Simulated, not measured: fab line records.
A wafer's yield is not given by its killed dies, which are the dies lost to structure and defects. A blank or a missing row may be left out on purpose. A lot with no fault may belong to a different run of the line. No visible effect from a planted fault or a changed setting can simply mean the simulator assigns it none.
Which of the tools did it? -- flow sky130 -- 12 lots with 36 wafers sampled at 6 steps, on a route of 708 steps

## WHAT THE GAUGES READ, wafer by wafer
SKY_NWELL_THK_MEAS_02.
lot,measured,on,NWELL_OXIDATION_THK (nm)
L170,day 2 16:53,film_metro-01,10.10 10.10 10.06
L171,day 2 22:13,film_metro-04,9.90 9.97 10.10
L175,day 3 20:43,film_metro-03,10.03 10.07 9.97
L176,day 4 01:07,film_metro-04,10.15 10.11 10.29
L177,day 4 04:55,film_metro-01,10.07 10.22 10.20
L178,day 4 09:48,film_metro-01,9.88 9.99 9.84
L179,day 4 16:24,film_metro-03,9.98 9.94 10.16
L180,day 4 23:07,film_metro-04,16.52 16.54 16.45 16.51 16.53 16.42
L181,day 5 04:44,film_metro-04,9.93 9.87 9.73
L182,day 5 10:07,film_metro-03,9.70 9.78 9.89
L189,day 7 00:52,film_metro-03,16.23 16.64 16.24 16.19 16.60 16.12
L190,day 7 03:08,film_metro-04,9.88 9.99 10.03

SKY_NWELL_TW_MEAS_15.
lot,measured,on,NWELL_TW
L170,day 4 18:16,film_metro-03,1805 1805 1803
L171,day 5 03:08,film_metro-04,1808 1809 1802
L175,day 6 00:58,film_metro-03,1811 1807 1806
L176,day 6 04:49,film_metro-01,1822 1828 1817
L177,day 6 10:23,film_metro-01,1810 1811 1817
L178,day 6 15:38,film_metro-03,1805 1811 1809
L179,day 7 00:19,film_metro-01,1816 1811 1824
L181,day 7 13:39,film_metro-04,1814 1808 1813
L182,day 7 20:01,film_metro-03,1799 1801 1795
L189,day 9 12:48,film_metro-01,1814 1815 1811 1823 1817 1813
L190,day 9 18:58,film_metro-03,1829 1822 1827

SKY_VT_ADJUST_HVTP_CD_MEAS_07: the cd target is 380 nm.
lot,measured,on,cd_nm (nm)
L170,day 6 05:57,cd_sem-02,380.6 382.1 380.1
L171,day 6 16:02,cd_sem-01,376.5 377.6 378.6
L175,day 7 16:13,cd_sem-01,379.5 379.9 377.5
L176,day 7 20:59,cd_sem-01,379.7 382.0 379.1
L177,day 8 01:59,cd_sem-01,375.5 374.0 375.1
L178,day 8 08:06,cd_sem-02,376.4 378.9 380.8
L179,day 8 17:46,cd_sem-02,375.2 374.3 375.7
L181,day 9 08:12,cd_sem-02,380.4 380.9 380.8
L182,day 9 13:49,cd_sem-02,382.6 381.4 382.2
L190,day 11 16:54,cd_sem-02,381.7 377.2 379.8

## WHICH TOOL RAN EACH LOT (tool, then ch and the chambers of the sampled wafers, then the start)
lot,SKY_FIELD_ISO_ETCH_14,SKY_NWELL_OXIDATION_01,SKY_DNWELL_STRIP_08
L170,"rie_diel-04 ch 0,3, day 2 09:58","furnace-01 ch 0, day 2 15:29","plasma_asher-02 ch 0,1, day 3 09:20"
L171,"rie_diel-04 ch 0,1, day 2 15:25","furnace-02 ch 0, day 2 20:48","plasma_asher-01 ch 0,1, day 3 13:09"
L175,"rie_diel-03 ch 1,2, day 3 11:53","furnace-02 ch 0, day 3 19:18","plasma_asher-02 ch 0,1, day 4 14:01"
L176,"rie_diel-03 ch 2,3, day 3 16:41","furnace-02 ch 0, day 3 23:43","plasma_asher-03 ch 0,1, day 4 17:01"
L177,"rie_diel-03 ch 0,2,3, day 3 22:26","furnace-01 ch 0, day 4 03:32","plasma_asher-01 ch 0,1, day 4 21:58"
L178,"rie_diel-02 ch 0,2, day 4 03:14","furnace-01 ch 0, day 4 08:25","plasma_asher-02 ch 0,1, day 5 02:34"
L179,"rie_diel-03 ch 2,3, day 4 08:00","furnace-02 ch 0, day 4 15:00","plasma_asher-01 ch 0,1, day 5 10:08"
L180,"rie_diel-03 ch 0,1,2, day 4 15:00","furnace-01 ch 0, day 4 20:01 and furnace-02 ch 0, day 4 21:44",-
L181,"rie_diel-04 ch 1,2,3, day 4 19:12","furnace-02 ch 0, day 5 03:20","plasma_asher-03 ch 0,1, day 5 21:43"
L182,"rie_diel-03 ch 0,2,3, day 5 00:21","furnace-01 ch 0, day 5 08:42","plasma_asher-03 ch 0,1, day 6 04:03"
L189,"rie_diel-03 ch 1,2, day 6 14:28","furnace-01 ch 0, day 6 21:17 and furnace-02 ch 0, day 6 23:24","plasma_asher-02 ch 0,1, day 7 18:19"
L190,"rie_diel-04 ch 0,2,3, day 6 19:03","furnace-01 ch 0, day 7 01:43","plasma_asher-01 ch 0,1, day 7 23:00"
- SKY_FIELD_ISO_ETCH_14: etches BARC in N2/H2, stops on SiO2, time 45.9 s, target depth 60 nm.
- SKY_NWELL_OXIDATION_01: stabilise 600 s, purge 300 s, target thk 10 nm.
- SKY_DNWELL_STRIP_08: strips in O2/N2.

## AS READ BY THE TOOLS THEMSELVES (means over the sampled wafers that have a number; for cases with no such wafer, the mark the record gives instead)
SKY_FIELD_ISO_ETCH_14.
lot,tool,drypump_motor_current_A (A),oes_product_au (a.u.),throttle_valve_pct (%)
L170,rie_diel-04,6.3,0.853,13.233
L171,rie_diel-04,6.1,0.851,13.221
L175,rie_diel-03,5.9,0.853,13.219
L176,rie_diel-03,6.1,0.852,13.217
L177,rie_diel-03,5.5,0.861,13.223
L178,rie_diel-02,5.9,0.852,13.219
L179,rie_diel-03,5.5,0.848,13.221
L180,rie_diel-03,5.7,0.852,13.234
L181,rie_diel-04,5.8,0.852,13.217
L182,rie_diel-03,5.5,0.854,13.225
L189,rie_diel-03,6.3,0.850,13.218
L190,rie_diel-04,6.0,0.855,13.232

SKY_DNWELL_STRIP_08.
lot,tool,drypump_motor_current_A (A),oes_product_au (a.u.),strip_time_to_endpoint_s (s)
L170,plasma_asher-02,5.51,0.720,36.91
L171,plasma_asher-01,5.69,0.723,36.92
L175,plasma_asher-02,5.52,0.727,36.94
L176,plasma_asher-03,5.90,0.720,37.01
L177,plasma_asher-01,5.71,0.723,36.96
L178,plasma_asher-02,5.47,0.723,36.92
L179,plasma_asher-01,5.71,0.723,36.91
L181,plasma_asher-03,5.93,0.724,36.93
L182,plasma_asher-03,5.94,0.723,36.97
L189,plasma_asher-02,5.52,0.723,36.77
L190,plasma_asher-01,5.85,0.721,37.09

## THE ANSWER, worked out from the rows above alone
Rule: usual is defined by the lots themselves. The widest of any qualifying gaps counts: lots, ordered by their means at a reading, are off when they make up no more than a third of the lots, leave a main group of 4 or more, and stand apart from it by 3 or more times the standard deviation of that group's means. A main group whose means are all the same, to the digits that the tables above print for the reading, isn't used. Also off: a lot with no number at a reading for which 4 or more lots have one. The other lots that the step has rows for count as sound. Order of review: gauges by route order, followed by the tools' own readings, for which a lot's mean as printed above is used. The first step at which some lot is off is used, and at that step the reading that is off furthest; a lot without a number counts as furthest.
Off: L180, L189, at SKY_NWELL_THK_MEAS_02 (NWELL_OXIDATION_THK). For the main group the mean is 10.00 nm and the standard deviation 0.12.
A tool fits if, at a process step before that reading, it ran every lot that is off, and no sound lot after the first of them. Gauges at SKY_NWELL_THK_MEAS_02: tried the same way as those tools. No candidate that was tried fits.

## WHAT THE SIMULATOR HAD PUT IN
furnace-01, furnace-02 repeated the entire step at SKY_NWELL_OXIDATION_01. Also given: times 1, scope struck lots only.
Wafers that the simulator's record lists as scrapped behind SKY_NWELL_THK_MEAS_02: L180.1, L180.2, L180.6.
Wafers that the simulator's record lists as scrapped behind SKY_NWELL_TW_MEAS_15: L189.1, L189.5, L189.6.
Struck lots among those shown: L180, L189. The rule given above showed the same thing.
